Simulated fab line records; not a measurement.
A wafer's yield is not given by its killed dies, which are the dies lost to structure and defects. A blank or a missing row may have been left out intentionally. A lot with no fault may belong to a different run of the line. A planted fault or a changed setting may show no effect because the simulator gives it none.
Which tool is to blame? :: flow sky130 :: 11 lots, 33 wafers sampled, at 5 steps of a route of 708

== WHAT THE GAUGES SHOWED, per wafer ==
SKY_VT_ADJUST_LVTN_TW_MEAS_10.
lot: L561
measured: day 6 23:16
on: film-metro-04
VT_ADJUST_LVTN_TW: 242.5 244.0 242.8

lot: L567
measured: day 8 10:08
on: film-metro-04
VT_ADJUST_LVTN_TW: 243.7 242.7 244.5

lot: L569
measured: day 9 01:58
on: film-metro-04
VT_ADJUST_LVTN_TW: 243.7 242.0 242.5

lot: L572
measured: day 9 22:16
on: film-metro-01
VT_ADJUST_LVTN_TW: 242.6 242.2 243.4

lot: L573
measured: day 10 04:35
on: film-metro-04
VT_ADJUST_LVTN_TW: 241.6 240.4 242.5

lot: L574
measured: day 10 10:43
on: film-metro-01
VT_ADJUST_LVTN_TW: 241.5 241.0 239.8

lot: L575
measured: day 10 13:44
on: film-metro-04
VT_ADJUST_LVTN_TW: 242.6 241.0 242.9

lot: L578
measured: day 11 17:41
on: film-metro-01
VT_ADJUST_LVTN_TW: 239.8 239.1 240.1

lot: L583
measured: day 13 14:53
on: film-metro-01
VT_ADJUST_LVTN_TW: 239.8 240.1 239.3

lot: L581
measured: day 13 16:10
on: film-metro-04
VT_ADJUST_LVTN_TW: 243.2 241.9 242.1

lot: L579
measured: day 13 17:43
on: film-metro-01
VT_ADJUST_LVTN_TW: 240.7 239.4 239.5

SKY_VT_ADJUST_HVTR_TW_MEAS_11.
lot: L561
measured: day 9 13:18
on: film-metro-03
VT_ADJUST_HVTR_TW: 210.4 210.6 211.3

lot: L567
measured: day 11 03:25
on: film-metro-01
VT_ADJUST_HVTR_TW: 213.7 214.1 214.0

lot: L569
measured: day 11 22:05
on: film-metro-03
VT_ADJUST_HVTR_TW: 212.6 213.6 213.4

lot: L572
measured: day 12 22:03
on: film-metro-03
VT_ADJUST_HVTR_TW: 209.3 209.9 209.9

lot: L573
measured: day 13 03:38
on: film-metro-03
VT_ADJUST_HVTR_TW: 209.7 209.1 209.3

lot: L574
measured: day 13 12:24
on: film-metro-03
VT_ADJUST_HVTR_TW: 209.8 210.1 210.0

lot: L575
measured: day 13 14:28
on: film-metro-01
VT_ADJUST_HVTR_TW: 210.2 210.4 209.9

lot: L578
measured: day 14 21:10
on: film-metro-01
VT_ADJUST_HVTR_TW: 210.6 210.8 209.8

lot: L583
measured: day 16 23:32
on: film-metro-01
VT_ADJUST_HVTR_TW: 209.7 210.9 209.5

lot: L581
measured: day 17 01:23
on: film-metro-01
VT_ADJUST_HVTR_TW: 209.7 209.1 208.4

lot: L579
measured: day 17 03:08
on: film-metro-03
VT_ADJUST_HVTR_TW: 209.3 209.5 209.9

== WHICH TOOL RAN EACH LOT (tool, then ch and the chambers of the sampled wafers, then the start) ==
lot: L561
SKY_VT_ADJUST_LVTN_STRIP_09: plasma-asher-01 ch 0,1, day 6 23:10
SKY_VT_ADJUST_NCORE_STRIP_10: plasma-asher-03 ch 0,1, day 8 16:29
SKY_VT_ADJUST_HVTR_IMPLANT_09: implanter-01 ch 0, day 9 13:05

lot: L567
SKY_VT_ADJUST_LVTN_STRIP_09: plasma-asher-03 ch 0,1, day 8 10:02
SKY_VT_ADJUST_NCORE_STRIP_10: plasma-asher-01 ch 0,1, day 10 04:25
SKY_VT_ADJUST_HVTR_IMPLANT_09: implanter-01 ch 0, day 11 03:11

lot: L569
SKY_VT_ADJUST_LVTN_STRIP_09: plasma-asher-02 ch 0,1, day 9 01:52
SKY_VT_ADJUST_NCORE_STRIP_10: plasma-asher-03 ch 0,1, day 10 22:38
SKY_VT_ADJUST_HVTR_IMPLANT_09: implanter-01 ch 0, day 11 21:50

lot: L572
SKY_VT_ADJUST_LVTN_STRIP_09: plasma-asher-03 ch 1, day 9 22:10
SKY_VT_ADJUST_NCORE_STRIP_10: plasma-asher-04 ch 0,1, day 11 21:32
SKY_VT_ADJUST_HVTR_IMPLANT_09: implanter-03 ch 0, day 12 21:49

lot: L573
SKY_VT_ADJUST_LVTN_STRIP_09: plasma-asher-03 ch 0,1, day 10 04:29
SKY_VT_ADJUST_NCORE_STRIP_10: plasma-asher-03 ch 0,1, day 12 02:35
SKY_VT_ADJUST_HVTR_IMPLANT_09: implanter-03 ch 0, day 13 03:23

lot: L574
SKY_VT_ADJUST_LVTN_STRIP_09: plasma-asher-03 ch 0,1, day 10 10:37
SKY_VT_ADJUST_NCORE_STRIP_10: plasma-asher-03 ch 0,1, day 12 10:53
SKY_VT_ADJUST_HVTR_IMPLANT_09: implanter-04 ch 0, day 13 12:07

lot: L575
SKY_VT_ADJUST_LVTN_STRIP_09: plasma-asher-03 ch 0,1, day 10 13:38
SKY_VT_ADJUST_NCORE_STRIP_10: plasma-asher-03 ch 0,1, day 12 12:44
SKY_VT_ADJUST_HVTR_IMPLANT_09: implanter-03 ch 0, day 13 14:11

lot: L578
SKY_VT_ADJUST_LVTN_STRIP_09: plasma-asher-01 ch 0,1, day 11 17:35
SKY_VT_ADJUST_NCORE_STRIP_10: plasma-asher-04 ch 0,1, day 13 18:53
SKY_VT_ADJUST_HVTR_IMPLANT_09: implanter-01 ch 0, day 14 20:58

lot: L583
SKY_VT_ADJUST_LVTN_STRIP_09: plasma-asher-01 ch 0,1, day 13 14:47
SKY_VT_ADJUST_NCORE_STRIP_10: plasma-asher-03 ch 0,1, day 15 19:29
SKY_VT_ADJUST_HVTR_IMPLANT_09: implanter-01 ch 0, day 16 23:17

lot: L581
SKY_VT_ADJUST_LVTN_STRIP_09: plasma-asher-02 ch 1, day 13 16:04
SKY_VT_ADJUST_NCORE_STRIP_10: plasma-asher-03 ch 0,1, day 15 21:46
SKY_VT_ADJUST_HVTR_IMPLANT_09: implanter-01 ch 0, day 17 01:08

lot: L579
SKY_VT_ADJUST_LVTN_STRIP_09: plasma-asher-02 ch 0,1, day 13 17:37
SKY_VT_ADJUST_NCORE_STRIP_10: plasma-asher-04 ch 0,1, day 15 23:05
SKY_VT_ADJUST_HVTR_IMPLANT_09: implanter-01 ch 0, day 17 02:54
- SKY_VT_ADJUST_LVTN_STRIP_09: strips in O2/N2.
- SKY_VT_ADJUST_NCORE_STRIP_10: strips in O2/N2.
- SKY_VT_ADJUST_HVTR_IMPLANT_09

== AS READ BY THE TOOLS THEMSELVES (means over the sampled wafers that have a number; for cases with no such wafer, the mark the record gives instead) ==
SKY_VT_ADJUST_LVTN_STRIP_09.
lot: L561
tool: plasma-asher-01
drypump-motor-current-A (A): 6.3
n2-flow-sccm (sccm): 300.3
oes-product-au (a.u.): 0.725
strip-time-to-endpoint-s (s): 36.94

lot: L567
tool: plasma-asher-03
drypump-motor-current-A (A): 5.9
n2-flow-sccm (sccm): 300.3
oes-product-au (a.u.): 0.717
strip-time-to-endpoint-s (s): 36.87

lot: L569
tool: plasma-asher-02
drypump-motor-current-A (A): 5.6
n2-flow-sccm (sccm): 300.4
oes-product-au (a.u.): 0.722
strip-time-to-endpoint-s (s): 37.08

lot: L572
tool: plasma-asher-03
drypump-motor-current-A (A): 5.5
n2-flow-sccm (sccm): 301.2
oes-product-au (a.u.): 0.722
strip-time-to-endpoint-s (s): 37.03

lot: L573
tool: plasma-asher-03
drypump-motor-current-A (A): 5.8
n2-flow-sccm (sccm): 299.4
oes-product-au (a.u.): 0.721
strip-time-to-endpoint-s (s): 36.92

lot: L574
tool: plasma-asher-03
drypump-motor-current-A (A): 6.3
n2-flow-sccm (sccm): 299.3
oes-product-au (a.u.): 0.723
strip-time-to-endpoint-s (s): 36.93

lot: L575
tool: plasma-asher-03
drypump-motor-current-A (A): 6.3
n2-flow-sccm (sccm): 299.9
oes-product-au (a.u.): 0.722
strip-time-to-endpoint-s (s): 37.07

lot: L578
tool: plasma-asher-01
drypump-motor-current-A (A): 6.3
n2-flow-sccm (sccm): 299.8
oes-product-au (a.u.): 0.717
strip-time-to-endpoint-s (s): 36.98

lot: L583
tool: plasma-asher-01
drypump-motor-current-A (A): 6.0
n2-flow-sccm (sccm): 300.5
oes-product-au (a.u.): 0.719
strip-time-to-endpoint-s (s): 37.03

lot: L581
tool: plasma-asher-02
drypump-motor-current-A (A): 6.5
n2-flow-sccm (sccm): 300.5
oes-product-au (a.u.): 0.720
strip-time-to-endpoint-s (s): 36.95

lot: L579
tool: plasma-asher-02
drypump-motor-current-A (A): 5.6
n2-flow-sccm (sccm): 300.0
oes-product-au (a.u.): 0.725
strip-time-to-endpoint-s (s): 36.97

SKY_VT_ADJUST_NCORE_STRIP_10.
lot: L561
tool: plasma-asher-03
drypump-motor-current-A (A): 5.9
n2-flow-sccm (sccm): 300.5
oes-product-au (a.u.): 0.720
strip-time-to-endpoint-s (s): 14.19

lot: L567
tool: plasma-asher-01
drypump-motor-current-A (A): 6.3
n2-flow-sccm (sccm): 299.1
oes-product-au (a.u.): 0.716
strip-time-to-endpoint-s (s): 14.26

lot: L569
tool: plasma-asher-03
drypump-motor-current-A (A): 5.9
n2-flow-sccm (sccm): 301.5
oes-product-au (a.u.): 0.715
strip-time-to-endpoint-s (s): 14.23

lot: L572
tool: plasma-asher-04
drypump-motor-current-A (A): 5.8
n2-flow-sccm (sccm): 299.6
oes-product-au (a.u.): 0.713
strip-time-to-endpoint-s (s): 14.25

lot: L573
tool: plasma-asher-03
drypump-motor-current-A (A): 5.8
n2-flow-sccm (sccm): 300.3
oes-product-au (a.u.): 0.711
strip-time-to-endpoint-s (s): 14.21

lot: L574
tool: plasma-asher-03
drypump-motor-current-A (A): 6.2
n2-flow-sccm (sccm): 299.8
oes-product-au (a.u.): 0.713
strip-time-to-endpoint-s (s): 14.17

lot: L575
tool: plasma-asher-03
drypump-motor-current-A (A): 6.3
n2-flow-sccm (sccm): 298.9
oes-product-au (a.u.): 0.717
strip-time-to-endpoint-s (s): 14.18

lot: L578
tool: plasma-asher-04
drypump-motor-current-A (A): 6.1
n2-flow-sccm (sccm): 299.7
oes-product-au (a.u.): 0.713
strip-time-to-endpoint-s (s): 14.21

lot: L583
tool: plasma-asher-03
drypump-motor-current-A (A): 5.9
n2-flow-sccm (sccm): 299.9
oes-product-au (a.u.): 0.717
strip-time-to-endpoint-s (s): 14.16

lot: L581
tool: plasma-asher-03
drypump-motor-current-A (A): 5.9
n2-flow-sccm (sccm): 300.7
oes-product-au (a.u.): 0.714
strip-time-to-endpoint-s (s): 14.16

lot: L579
tool: plasma-asher-04
drypump-motor-current-A (A): 5.8
n2-flow-sccm (sccm): 300.0
oes-product-au (a.u.): 0.712
strip-time-to-endpoint-s (s): 14.19

SKY_VT_ADJUST_HVTR_IMPLANT_09.
lot: L561
tool: implanter-01
beam-on-s (s): 10.21
end-station-pressure-torr (Torr): 4.86e-06
faraday-current-uA: 11.59

lot: L567
tool: implanter-01
beam-on-s (s): 10.74
end-station-pressure-torr (Torr): 6.98e-05
faraday-current-uA: 10.65

lot: L569
tool: implanter-01
beam-on-s (s): 10.86
end-station-pressure-torr (Torr): 6.83e-05
faraday-current-uA: 10.56

lot: L572
tool: implanter-03
beam-on-s (s): 10.02
end-station-pressure-torr (Torr): 5.19e-06
faraday-current-uA: 11.83

lot: L573
tool: implanter-03
beam-on-s (s): 9.91
end-station-pressure-torr (Torr): 4.94e-06
faraday-current-uA: 11.99

lot: L574
tool: implanter-04
beam-on-s (s): 9.91
end-station-pressure-torr (Torr): 5.20e-06
faraday-current-uA: 11.94

lot: L575
tool: implanter-03
beam-on-s (s): 9.92
end-station-pressure-torr (Torr): 4.94e-06
faraday-current-uA: 11.94

lot: L578
tool: implanter-01
beam-on-s (s): 9.97
end-station-pressure-torr (Torr): 4.97e-06
faraday-current-uA: 11.89

lot: L583
tool: implanter-01
beam-on-s (s): 9.90
end-station-pressure-torr (Torr): 4.70e-06
faraday-current-uA: 11.98

lot: L581
tool: implanter-01
beam-on-s (s): 9.92
end-station-pressure-torr (Torr): 5.05e-06
faraday-current-uA: 11.91

lot: L579
tool: implanter-01
beam-on-s (s): 9.97
end-station-pressure-torr (Torr): 5.09e-06
faraday-current-uA: 11.83

== THE ANSWER, worked out from the rows above alone ==
Rule: the lots themselves supply what counts as usual. The widest of any qualifying gaps counts: lots, ordered by their means at a reading, are off when they make up no more than a third of the lots, leave a main group of 4 or more, and stand apart from it by 3 or more times the standard deviation of that group's means. The tables above print the reading to a certain number of digits; a main group whose means all agree to those digits is not used. A lot without any number at a reading at which 4 lots or more have one is off too. The other lots that the step has rows for count as sound. Order of review: gauges by route order, followed by the tools' own readings, for which a lot's mean as printed above is used. The first step at which some lot is off is used, and at that step the reading that is off furthest; a lot without a number counts as furthest.
Off: L567, L569, seen at SKY_VT_ADJUST_HVTR_TW_MEAS_11 (VT_ADJUST_HVTR_TW). For the main group the mean is 209.9 and the standard deviation 0.5.
If a tool, at a process step before that reading, ran all the lots that are off and no sound lot after the first of them, it fits. Not tried: the gauges at SKY_VT_ADJUST_HVTR_TW_MEAS_11; whatever is off there is also off at SKY_VT_ADJUST_HVTR_IMPLANT_09, on other tools, and gauge error can't account for it. Of those tried, none fits.

== WHAT WAS PUT IN BY THE SIMULATOR ==
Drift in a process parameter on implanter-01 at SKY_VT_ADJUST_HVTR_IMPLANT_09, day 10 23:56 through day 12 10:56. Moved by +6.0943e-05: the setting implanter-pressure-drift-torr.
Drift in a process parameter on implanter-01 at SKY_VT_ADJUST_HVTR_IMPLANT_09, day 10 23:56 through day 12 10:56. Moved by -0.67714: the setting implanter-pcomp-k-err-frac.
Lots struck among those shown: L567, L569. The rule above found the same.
